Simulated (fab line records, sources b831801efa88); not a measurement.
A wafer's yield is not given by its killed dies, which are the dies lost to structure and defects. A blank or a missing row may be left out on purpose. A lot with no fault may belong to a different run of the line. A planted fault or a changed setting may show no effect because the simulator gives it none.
The tool behind it: which one?	flow sky130	42 wafers from 14 lots sampled at 4 of the route's 708 steps

== WHAT THE GAUGES READ, wafer by wafer ==
Not one reading of a measure or inspect step in the record can be checked against a usual standard deviation.

== WHICH TOOL RAN EACH LOT (tool, then ch and the chambers of the sampled wafers, then the start) ==
lot	SKY_VIA1_SPUTTER_20	SKY_METAL2_SPUTTER_00	SKY_METAL2_PEB_13	SKY_METAL2_ETCH_18
L767	pvd sputter-02, day 33 08:40	pvd sputter-01, day 33 09:18	litho track-03 ch 0, day 34 12:00	rie metal-04 ch 0,1, day 34 13:27
L768	pvd sputter-03, day 34 08:39	pvd sputter-04, day 34 09:17	litho track-03 ch 0, day 35 12:00	rie metal-03 ch 0,1, day 35 12:45
L769	pvd sputter-04, day 35 04:10	pvd sputter-01, day 35 04:47	litho track-03 ch 0, day 36 06:00	rie metal-03 ch 0,1, day 36 07:34
L771	pvd sputter-04, day 35 07:53	pvd sputter-01, day 35 08:31	litho track-01 ch 0, day 36 11:00	rie metal-04 ch 0, day 36 11:34
L770	pvd sputter-04, day 35 12:00	pvd sputter-01, day 35 12:38	litho track-01 ch 0, day 36 14:00	rie metal-01 ch 0,1, day 36 15:16
L772	pvd sputter-03, day 36 07:19	pvd sputter-01, day 36 07:57	litho track-04 ch 0, day 37 10:00	rie metal-03 ch 0, day 37 10:43
L773	pvd sputter-03, day 36 23:38	pvd sputter-04, day 37 00:16	litho track-01 ch 0, day 38 01:00	rie metal-01 ch 0,1, day 38 01:55
L775	pvd sputter-04, day 37 00:02	pvd sputter-04, day 37 00:40	litho track-01 ch 0, day 38 01:00	rie metal-03 ch 0, day 38 02:19
L774	pvd sputter-04, day 37 04:05	pvd sputter-01, day 37 04:43	litho track-03 ch 0, day 38 06:00	rie metal-01 ch 0,1, day 38 07:03
L780	pvd sputter-04, day 39 00:22	pvd sputter-02, day 39 01:13	litho track-03, day 40 00:00	rie metal-04 ch 1, day 40 01:23
L779	pvd sputter-03, day 39 01:59	pvd sputter-02, day 39 03:05	litho track-03, day 40 03:00	rie metal-03 ch 0, day 40 03:44
L787	pvd sputter-04, day 40 10:02	pvd sputter-01, day 40 10:40	litho track-03 ch 0, day 41 10:00	rie metal-04 ch 0,1, day 41 11:06
L789	pvd sputter-03, day 40 16:06	pvd sputter-02, day 40 16:44	litho track-01 ch 0, day 41 16:00	rie metal-03 ch 0,1, day 41 17:01
L790	pvd sputter-02, day 41 06:20	pvd sputter-04, day 41 06:58	litho track-03 ch 0, day 42 05:00	rie metal-03 ch 0,1, day 42 06:09
- SKY_VIA1_SPUTTER_20: material TiN, target thk 20 nm, time 80 s.
- SKY_METAL2_SPUTTER_00: material Ti, target thk 15 nm, time 10 s.
- SKY_METAL2_PEB_13
- SKY_METAL2_ETCH_18: etches BARC in N2/H2, stops on SiO2, time 45.9 s, target depth 60 nm.

== AS READ BY THE TOOLS THEMSELVES (means over the sampled wafers that have a number; for cases with no such wafer, the mark the record gives instead) ==
SKY_VIA1_SPUTTER_20.
lot	tool	cathode dc power W (W)	throttle valve pct (%)
L767	pvd sputter-02	4000.9	30.2
L768	pvd sputter-03	4000.1	29.0
L769	pvd sputter-04	4000.3	29.0
L771	pvd sputter-04	4000.2	29.7
L770	pvd sputter-04	4000.1	29.7
L772	pvd sputter-03	3999.3	29.6
L773	pvd sputter-03	4000.0	29.3
L775	pvd sputter-04	4000.4	29.5
L774	pvd sputter-04	4000.3	29.0
L780	pvd sputter-04	4000.0	29.2
L779	pvd sputter-03	3999.9	29.6
L787	pvd sputter-04	4000.0	29.3
L789	pvd sputter-03	3999.5	29.8
L790	pvd sputter-02	4000.3	30.0

SKY_METAL2_SPUTTER_00.
lot	tool	cathode dc power W (W)	throttle valve pct (%)
L767	pvd sputter-01	2999.6	29.4
L768	pvd sputter-04	2999.9	29.6
L769	pvd sputter-01	2999.5	31.0
L771	pvd sputter-01	2999.2	29.6
L770	pvd sputter-01	3000.0	30.3
L772	pvd sputter-01	2999.7	29.7
L773	pvd sputter-04	3000.2	29.2
L775	pvd sputter-04	2999.4	29.8
L774	pvd sputter-01	3000.3	30.0
L780	pvd sputter-02	2999.8	31.1
L779	pvd sputter-02	3000.1	30.1
L787	pvd sputter-01	2999.8	29.4
L789	pvd sputter-02	3000.3	29.9
L790	pvd sputter-04	2999.8	29.3

SKY_METAL2_PEB_13.
lot	tool	exhaust pa (Pa)
L767	litho track-03	44.5
L768	litho track-03	45.7
L769	litho track-03	44.6
L771	litho track-01	45.0
L770	litho track-01	44.6
L772	litho track-04	45.3
L773	litho track-01	44.4
L775	litho track-01	44.2
L774	litho track-03	44.1
L780	litho track-03	-
L779	litho track-03	-
L787	litho track-03	44.1
L789	litho track-01	44.8
L790	litho track-03	44.8

SKY_METAL2_ETCH_18.
lot	tool	drypump motor current A (A)	oes product au (a.u.)	throttle valve pct (%)
L767	rie metal-04	6.1	0.856	13.231
L768	rie metal-03	6.2	0.853	13.226
L769	rie metal-03	6.3	0.857	13.219
L771	rie metal-04	5.9	0.853	13.230
L770	rie metal-01	5.4	0.859	13.227
L772	rie metal-03	6.6	0.857	13.222
L773	rie metal-01	5.7	0.860	13.235
L775	rie metal-03	6.5	0.853	13.231
L774	rie metal-01	5.4	0.854	13.227
L780	rie metal-04	6.5	0.857	13.224
L779	rie metal-03	6.5	0.855	13.223
L787	rie metal-04	6.1	0.855	13.215
L789	rie metal-03	6.3	0.852	13.219
L790	rie metal-03	6.3	0.858	13.232

== THE ANSWER, worked out from the rows above alone ==
Rule: what is usual is taken from the lots themselves. The widest of any qualifying gaps counts: lots, ordered by their means at a reading, are off when they make up no more than a third of the lots, leave a main group of 4 or more, and stand apart from it by 3 or more times the standard deviation of that group's means. Not used: any main group whose means are identical at the precision the tables above print for the reading. Also off: a lot with no number at a reading for which 4 or more lots have one. The other lots that the step has rows for count as sound. First the gauges in route order, then the tools' own readings, where a lot's mean is used as printed above. The first step at which some lot is off is used, and at that step the reading that is off furthest; a lot without a number counts as furthest.
Off: L780, L779 (SKY_METAL2_PEB_13, exhaust pa). Without a number there: L780, L779. For the main group the mean is 44.7 Pa and the standard deviation 0.46.
A tool fits if, at that step or a process step before it, it ran every lot that is off, and no sound lot after the first of them. None of those tried fits.

== WHAT THE SIMULATOR PUT IN ==
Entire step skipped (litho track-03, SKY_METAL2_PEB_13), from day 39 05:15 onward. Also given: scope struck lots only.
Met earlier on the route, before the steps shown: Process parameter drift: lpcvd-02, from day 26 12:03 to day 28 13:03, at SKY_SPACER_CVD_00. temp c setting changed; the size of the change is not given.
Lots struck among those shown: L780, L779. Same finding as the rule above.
